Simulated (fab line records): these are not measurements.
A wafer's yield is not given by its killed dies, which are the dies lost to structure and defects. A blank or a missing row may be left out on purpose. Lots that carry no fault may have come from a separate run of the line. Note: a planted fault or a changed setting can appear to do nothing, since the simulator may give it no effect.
Which tool was responsible? / flow gf180mcu / 11 lots with 33 wafers sampled at 4 steps, on a route of 602 steps

== WHAT EACH GAUGE READ, for each wafer ==
GF_M1_RS_MEAS_05: the measuring method here is four-point-probe. Usual: M1_ALCU_RS 0.0696 ohm/sq, standard deviation 0.00053.
lot=L658; measured=day 16 17:38; on=film_metro-03; M1_ALCU_RS (ohm/sq)=0.0694 0.0699 0.0696; flag=
lot=L659; measured=day 16 21:40; on=film_metro-02; M1_ALCU_RS (ohm/sq)=0.0697 0.0696 0.0695; flag=
lot=L660; measured=day 17 08:24; on=film_metro-03; M1_ALCU_RS (ohm/sq)=0.0692 0.0689 0.0684; flag=
lot=L662; measured=day 17 23:42; on=film_metro-04; M1_ALCU_RS (ohm/sq)=0.0706 0.0705 0.0705; flag=
lot=L663; measured=day 18 14:49; on=film_metro-03; M1_ALCU_RS (ohm/sq)=0.0707 0.0704 0.0701; flag=
lot=L664; measured=day 19 01:25; on=film_metro-02; M1_ALCU_RS (ohm/sq)=0.0701 0.0709 0.0703; flag=
lot=L665; measured=day 19 07:13; on=film_metro-02; M1_ALCU_RS (ohm/sq)=0.0695 0.0697 0.0695; flag=
lot=L666; measured=day 19 11:33; on=film_metro-02; M1_ALCU_RS (ohm/sq)=0.0696 0.0698 0.0698; flag=
lot=L667; measured=day 20 02:44; on=film_metro-04; M1_ALCU_RS (ohm/sq)=0.0693 0.0697 0.0688; flag=
lot=L669; measured=day 21 01:38; on=film_metro-04; M1_ALCU_RS (ohm/sq)=0.0695 0.0695 0.0694; flag=
lot=L673; measured=day 22 07:32; on=film_metro-03; M1_ALCU_RS (ohm/sq)=0.0695 0.0693 0.0699; flag=

GF_M1_THK_MEAS_06: measures by xrf. Usual: M1_ALCU_THK 456 nm, standard deviation 3.9.
lot=L658; measured=day 16 17:45; on=film_metro-03; M1_ALCU_THK (nm)=456 457 455; flag=
lot=L659; measured=day 16 21:46; on=film_metro-02; M1_ALCU_THK (nm)=455 456 455; flag=
lot=L660; measured=day 17 08:29; on=film_metro-03; M1_ALCU_THK (nm)=457 459 461; flag=
lot=L662; measured=day 17 23:49; on=film_metro-04; M1_ALCU_THK (nm)=452 448 448; flag=
lot=L663; measured=day 18 14:56; on=film_metro-03; M1_ALCU_THK (nm)=449 449 450; flag=
lot=L664; measured=day 19 01:31; on=film_metro-02; M1_ALCU_THK (nm)=451 448 452; flag=
lot=L665; measured=day 19 07:20; on=film_metro-02; M1_ALCU_THK (nm)=457 456 457; flag=
lot=L666; measured=day 19 11:40; on=film_metro-02; M1_ALCU_THK (nm)=456 454 456; flag=
lot=L667; measured=day 20 02:52; on=film_metro-04; M1_ALCU_THK (nm)=461 458 462; flag=
lot=L669; measured=day 21 01:46; on=film_metro-04; M1_ALCU_THK (nm)=453 454 454; flag=
lot=L673; measured=day 22 07:37; on=film_metro-03; M1_ALCU_THK (nm)=455 459 443; flag=

== WHAT TOOL EACH LOT RAN ON (gives the tool, then ch and the chambers of the sampled wafers, and finally the start) ==
lot=L658; GF_CONTACT_CMP_27=cmp-01 ch 0,2,3, day 16 17:10; GF_M1_SPUTTER_04=pvd_sputter-02, day 16 17:35
lot=L659; GF_CONTACT_CMP_27=cmp-01 ch 0,1,2, day 16 21:11; GF_M1_SPUTTER_04=pvd_sputter-01, day 16 21:34
lot=L660; GF_CONTACT_CMP_27=cmp-01 ch 0,1,2, day 17 07:55; GF_M1_SPUTTER_04=pvd_sputter-01, day 17 08:18
lot=L662; GF_CONTACT_CMP_27=cmp-02 ch 0,1,2, day 17 23:11; GF_M1_SPUTTER_04=pvd_sputter-02, day 17 23:40
lot=L663; GF_CONTACT_CMP_27=cmp-01 ch 0,2,3, day 18 14:20; GF_M1_SPUTTER_04=pvd_sputter-02, day 18 14:46
lot=L664; GF_CONTACT_CMP_27=cmp-01 ch 0,2,3, day 19 00:52; GF_M1_SPUTTER_04=pvd_sputter-03, day 19 01:20
lot=L665; GF_CONTACT_CMP_27=cmp-01 ch 0,2,3, day 19 06:44; GF_M1_SPUTTER_04=pvd_sputter-01, day 19 07:10
lot=L666; GF_CONTACT_CMP_27=cmp-01 ch 0,2,3, day 19 11:01; GF_M1_SPUTTER_04=pvd_sputter-01, day 19 11:31
lot=L667; GF_CONTACT_CMP_27=cmp-02 ch 1,2,3, day 20 02:19; GF_M1_SPUTTER_04=pvd_sputter-03, day 20 02:42
lot=L669; GF_CONTACT_CMP_27=cmp-01 ch 0,1,3, day 21 01:07; GF_M1_SPUTTER_04=pvd_sputter-02, day 21 01:36
lot=L673; GF_CONTACT_CMP_27=cmp-01 ch 0,1,2, day 22 07:06; GF_M1_SPUTTER_04=pvd_sputter-02, day 22 07:26
- GF_CONTACT_CMP_27: polishes, stops on SiO2, t overpolish 13.59 s, target thk 0 nm.
- GF_M1_SPUTTER_04: material TiN, target thk 50 nm, time 41.7 s.

== AS READ BY THE TOOLS THEMSELVES (means over the sampled wafers that have a number; for cases with no such wafer, the mark the record gives instead) ==
GF_CONTACT_CMP_27. Usual: motor_current_A 10.7 A, standard deviation 0.92; overpolish_run_s 13.590 s, standard deviation 0.0089; time_to_endpoint_s 73 s, standard deviation 3.4.
lot=L658; tool=cmp-01; motor_current_A (A)=11.0; overpolish_run_s (s)=13.586; time_to_endpoint_s (s)=74; flag=
lot=L659; tool=cmp-01; motor_current_A (A)=10.4; overpolish_run_s (s)=13.594; time_to_endpoint_s (s)=73; flag=
lot=L660; tool=cmp-01; motor_current_A (A)=10.3; overpolish_run_s (s)=13.600; time_to_endpoint_s (s)=73; flag=
lot=L662; tool=cmp-02; motor_current_A (A)=10.6; overpolish_run_s (s)=13.595; time_to_endpoint_s (s)=73; flag=
lot=L663; tool=cmp-01; motor_current_A (A)=10.9; overpolish_run_s (s)=13.585; time_to_endpoint_s (s)=78; flag=
lot=L664; tool=cmp-01; motor_current_A (A)=11.3; overpolish_run_s (s)=13.586; time_to_endpoint_s (s)=74; flag=
lot=L665; tool=cmp-01; motor_current_A (A)=10.7; overpolish_run_s (s)=13.589; time_to_endpoint_s (s)=75; flag=
lot=L666; tool=cmp-01; motor_current_A (A)=10.9; overpolish_run_s (s)=13.580; time_to_endpoint_s (s)=74; flag=
lot=L667; tool=cmp-02; motor_current_A (A)=10.7; overpolish_run_s (s)=13.583; time_to_endpoint_s (s)=75; flag=
lot=L669; tool=cmp-01; motor_current_A (A)=11.2; overpolish_run_s (s)=13.595; time_to_endpoint_s (s)=75; flag=
lot=L673; tool=cmp-01; motor_current_A (A)=10.5; overpolish_run_s (s)=13.598; time_to_endpoint_s (s)=77; flag=

GF_M1_SPUTTER_04. Usual: cathode_dc_power_W 6499.9 W, standard deviation 1.3; throttle_valve_pct 29.9 %, standard deviation 1.4.
lot=L658; tool=pvd_sputter-02; cathode_dc_power_W (W)=6500.3; throttle_valve_pct (%)=30.7; flag=
lot=L659; tool=pvd_sputter-01; cathode_dc_power_W (W)=6499.1; throttle_valve_pct (%)=30.1; flag=
lot=L660; tool=pvd_sputter-01; cathode_dc_power_W (W)=6499.7; throttle_valve_pct (%)=29.8; flag=
lot=L662; tool=pvd_sputter-02; cathode_dc_power_W (W)=6499.8; throttle_valve_pct (%)=30.1; flag=
lot=L663; tool=pvd_sputter-02; cathode_dc_power_W (W)=6499.8; throttle_valve_pct (%)=31.0; flag=
lot=L664; tool=pvd_sputter-03; cathode_dc_power_W (W)=6498.8; throttle_valve_pct (%)=29.3; flag=
lot=L665; tool=pvd_sputter-01; cathode_dc_power_W (W)=6500.8; throttle_valve_pct (%)=30.9; flag=
lot=L666; tool=pvd_sputter-01; cathode_dc_power_W (W)=6499.0; throttle_valve_pct (%)=30.1; flag=
lot=L667; tool=pvd_sputter-03; cathode_dc_power_W (W)=6499.6; throttle_valve_pct (%)=28.9; flag=
lot=L669; tool=pvd_sputter-02; cathode_dc_power_W (W)=6498.7; throttle_valve_pct (%)=31.0; flag=
lot=L673; tool=pvd_sputter-02; cathode_dc_power_W (W)=6965.3; throttle_valve_pct (%)=29.2; flag=OFF

== THE ANSWER, worked out from the rows above alone ==
Rule: a lot is off if the mean of its wafers that have a number lies more than 3 standard deviations from the usual mean. Also off: a lot with no number at a reading for which 4 or more lots have one. The other lots that the step has rows for count as sound. First the gauges in route order, then the tools' own readings, where a lot's mean is used as printed above. The first step at which some lot is off is used, and at that step the reading that is off furthest; a lot without a number counts as furthest.
Off: L673 (GF_M1_SPUTTER_04, cathode_dc_power_W).
A tool fits if, at that step or a process step before it, it ran every lot that is off, and no sound lot after the first of them. 2 tools fit, cmp-01 at GF_CONTACT_CMP_27 and pvd_sputter-02 at GF_M1_SPUTTER_04, so this cannot tell which one it is.

== WHAT HAD BEEN PUT IN BY THE SIMULATOR ==
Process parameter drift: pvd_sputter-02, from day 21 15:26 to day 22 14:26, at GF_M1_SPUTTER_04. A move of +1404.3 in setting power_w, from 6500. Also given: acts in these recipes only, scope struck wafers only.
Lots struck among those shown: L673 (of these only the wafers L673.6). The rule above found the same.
